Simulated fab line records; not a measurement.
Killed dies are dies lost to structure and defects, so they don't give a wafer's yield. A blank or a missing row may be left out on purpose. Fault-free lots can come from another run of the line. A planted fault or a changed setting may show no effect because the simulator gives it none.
Which tool did it? | flow sky130 | 72 wafers from 24 lots sampled at 4 of the route's 708 steps

## WHAT THE GAUGES SHOWED, per wafer
SKY_SONOS_TUNNEL_CD_MEAS_07 targets a cd of 410 nm.
lot  | measured     | on        | cd nm (nm)
L074 | day 11 10:08 | cd sem-02 | 407.5 409.5 409.8
L075 | day 11 10:47 | cd sem-02 | 411.0 409.7 409.4
L076 | day 12 04:29 | cd sem-01 | 404.2 405.2 406.1
L077 | day 12 06:37 | cd sem-02 | 410.7 412.6 413.2
L078 | day 12 21:40 | cd sem-02 | 414.9 412.9 412.0
L079 | day 13 13:24 | cd sem-02 | 408.1 410.3 411.5
L080 | day 13 14:35 | cd sem-02 | 408.2 408.1 408.8
L081 | day 13 22:26 | cd sem-01 | 411.8 412.8 414.6
L082 | day 14 02:04 | cd sem-02 | 408.9 408.6 406.8
L083 | day 14 05:38 | cd sem-02 | 411.6 411.0 409.2
L084 | day 14 20:16 | cd sem-01 | 411.3 408.7 411.3
L085 | day 15 03:32 | cd sem-01 | 409.3 409.9 409.4
L086 | day 15 09:56 | cd sem-01 | 411.8 410.5 411.5
L087 | day 15 20:53 | cd sem-01 | 411.3 407.4 406.5
L089 | day 16 13:26 | cd sem-02 | 410.7 409.6 411.2
L088 | day 16 14:16 | cd sem-01 | 416.8 414.3 414.0
L090 | day 16 20:29 | cd sem-01 | 410.8 413.4 411.5
L091 | day 17 03:41 | cd sem-02 | 410.0 407.7 406.1
L092 | day 17 06:03 | cd sem-01 | 412.2 413.8 414.6
L093 | day 17 20:53 | cd sem-02 | 412.0 410.5 413.2
L094 | day 18 06:43 | cd sem-02 | 408.6 407.6 407.0
L095 | day 18 07:05 | cd sem-01 | 409.1 408.1 408.6
L096 | day 18 14:11 | cd sem-02 | 408.2 407.5 407.7
L097 | day 19 05:31 | cd sem-02 | 407.0 408.0 408.6

SKY_LI_CONTACT_RS_MEAS_22: a four-point-probe measurement.
lot  | measured     | on            | LI_CONTACT_W_RS (ohm/sq)
L074 | day 29 03:08 | film metro-01 | 0.2861 0.2848 0.2860
L075 | day 29 01:55 | film metro-02 | 0.2825 0.2818 0.2830
L076 | day 29 20:11 | film metro-02 | 0.2831 0.2850 0.2837
L077 | day 29 23:30 | film metro-02 | 0.2829 0.2865 0.2862
L078 | day 30 14:51 | film metro-02 | 0.2878 0.2912 0.2885
L079 | day 31 16:41 | film metro-04 | 0.2777 0.2820 0.2800
L080 | day 31 14:38 | film metro-04 | 0.2849 0.2842 0.2819
L081 | day 31 20:31 | film metro-02 | 0.2828 0.2854 0.2839
L082 | day 31 22:39 | film metro-02 | 0.2835 0.2804 0.2816
L083 | day 32 05:14 | film metro-01 | 0.2788 0.2824 0.2812
L084 | day 32 09:15 | film metro-04 | 0.2802 0.2802 0.2807
L085 | day 33 03:16 | film metro-02 | 0.2851 0.2838 0.2868
L086 | day 33 04:15 | film metro-01 | 0.2834 0.2825 0.2828
L087 | day 33 18:27 | film metro-04 | 0.2852 0.2819 0.2843
L089 | day 34 04:21 | film metro-01 | 0.2812 0.2848 0.2845
L088 | day 34 01:50 | film metro-01 | 0.2824 0.2812 0.2793
L090 | day 34 14:41 | film metro-01 | 0.2824 0.2835 0.2890
L091 | day 34 16:29 | film metro-02 | 0.2809 0.2826 0.2819
L092 | day 34 19:10 | film metro-02 | 0.2844 0.2858 0.2814
L093 | day 35 09:50 | film metro-02 | 0.2836 0.2828 0.2832
L094 | day 35 17:40 | film metro-01 | 0.2827 0.2834 0.2816
L095 | day 35 18:58 | film metro-02 | 0.2828 0.2828 0.2848
L096 | day 36 00:22 | film metro-02 | 0.2801 0.2843 0.2840
L097 | day 36 10:43 | film metro-01 | 0.2823 0.2866 0.2818

SKY_LI_CONTACT_THK_MEAS_23: measures by xrf.
lot  | measured     | on            | LI_CONTACT_W_THK (nm)
L074 | day 29 03:15 | film metro-01 | 387 388 388
L075 | day 29 02:01 | film metro-02 | 390 388 390
L076 | day 29 20:18 | film metro-02 | 389 383 389
L077 | day 29 23:37 | film metro-02 | 386 383 387
L078 | day 30 14:58 | film metro-02 | 384 380 381
L079 | day 31 16:47 | film metro-04 | 391 388 388
L080 | day 31 14:44 | film metro-04 | 382 382 386
L081 | day 31 20:37 | film metro-02 | 389 386 389
L082 | day 31 22:46 | film metro-02 | 390 394 391
L083 | day 32 05:21 | film metro-01 | 401 393 394
L084 | day 32 09:22 | film metro-04 | 384 383 383
L085 | day 33 03:22 | film metro-02 | 389 390 385
L086 | day 33 04:22 | film metro-01 | 390 390 390
L087 | day 33 18:34 | film metro-04 | 378 382 380
L089 | day 34 04:26 | film metro-01 | 390 387 388
L088 | day 34 01:57 | film metro-01 | 391 393 393
L090 | day 34 14:48 | film metro-01 | 392 389 380
L091 | day 34 16:35 | film metro-02 | 397 396 397
L092 | day 34 19:15 | film metro-02 | 394 390 397
L093 | day 35 09:56 | film metro-02 | 389 388 392
L094 | day 35 17:47 | film metro-01 | 399 395 399
L095 | day 35 19:05 | film metro-02 | 390 392 389
L096 | day 36 00:29 | film metro-02 | 392 388 389
L097 | day 36 10:49 | film metro-01 | 390 384 391

SKY_CAPM_OVL_MEAS_12.
lot  | measured     | on         | CAPM_OVL (nm)
L074 | day 37 04:09 | overlay-02 | 0.8 2.3 1.7
L075 | day 37 02:58 | overlay-02 | 1.0 1.5 2.2
L076 | day 37 21:00 | overlay-02 | 2.7 0.0 0.6
L077 | day 38 01:51 | overlay-02 | 0.2 2.0 1.3
L078 | day 38 18:46 | overlay-01 | 0.8 -0.3 1.1
L079 | day 39 14:11 | overlay-01 | 2.4 2.3 2.1
L080 | day 39 13:10 | overlay-02 | 2.4 2.5 0.3
L081 | day 39 20:15 | overlay-01 | -0.7 -1.0 0.9
L082 | day 39 21:39 | overlay-02 | -0.7 1.0 0.3
L083 | day 40 03:46 | overlay-02 | -0.4 -2.0 -1.5
L084 | day 40 06:37 | overlay-02 | -0.1 0.6 2.2
L085 | day 40 23:25 | overlay-01 | 0.9 1.7 1.6
L086 | day 41 04:03 | overlay-02 | 1.9 1.7 2.3
L087 | day 41 12:19 | overlay-01 | 2.5 1.6 -0.8
L089 | day 41 21:40 | overlay-01 | -0.1 0.4 1.0
L088 | day 41 20:07 | overlay-02 | 4.5 4.1 4.1
L090 | day 42 10:14 | overlay-02 | 2.5 1.1 -0.1
L091 | day 42 11:20 | overlay-02 | 3.1 2.1 4.1
L092 | day 42 14:49 | overlay-01 | 1.9 2.1 2.2
L093 | day 42 22:59 | overlay-02 | 2.1 2.7 2.7
L094 | day 43 07:12 | overlay-01 | 0.9 0.4 -0.2
L095 | day 43 10:06 | overlay-02 | 1.7 0.0 1.2
L096 | day 43 12:49 | overlay-02 | 3.1 3.2 0.5
L097 | day 43 20:01 | overlay-02 | 0.6 1.4 0.5

## TOOL THAT RAN EACH LOT (tool first, then ch and the chambers of the sampled wafers, then the start)
Before these readings, the record contains no process step.

## AS READ BY THE TOOLS THEMSELVES (means over the sampled wafers that have a number; for cases with no such wafer, the mark the record gives instead)
The record holds no such reading with a usual standard deviation.

## THE ANSWER, worked out from the rows above alone
Rule: what is usual is taken from the lots themselves. The widest of any qualifying gaps counts: lots, ordered by their means at a reading, are off when they make up no more than a third of the lots, leave a main group of 4 or more, and stand apart from it by 3 or more times the standard deviation of that group's means. Not used: any main group whose means are identical at the precision the tables above print for the reading. Also off: a lot with no number at a reading for which 4 or more lots have one. The other lots that the step has rows for count as sound. The gauges are gone through in route order, then the tools' own readings, and for those a lot's mean is taken as printed above. The first step at which some lot is off is used, and at that step the reading that is off furthest; a lot without a number counts as furthest.
Across all readings shown, no lot is off: no conclusion can be drawn from this.

## WHAT THE SIMULATOR PUT IN
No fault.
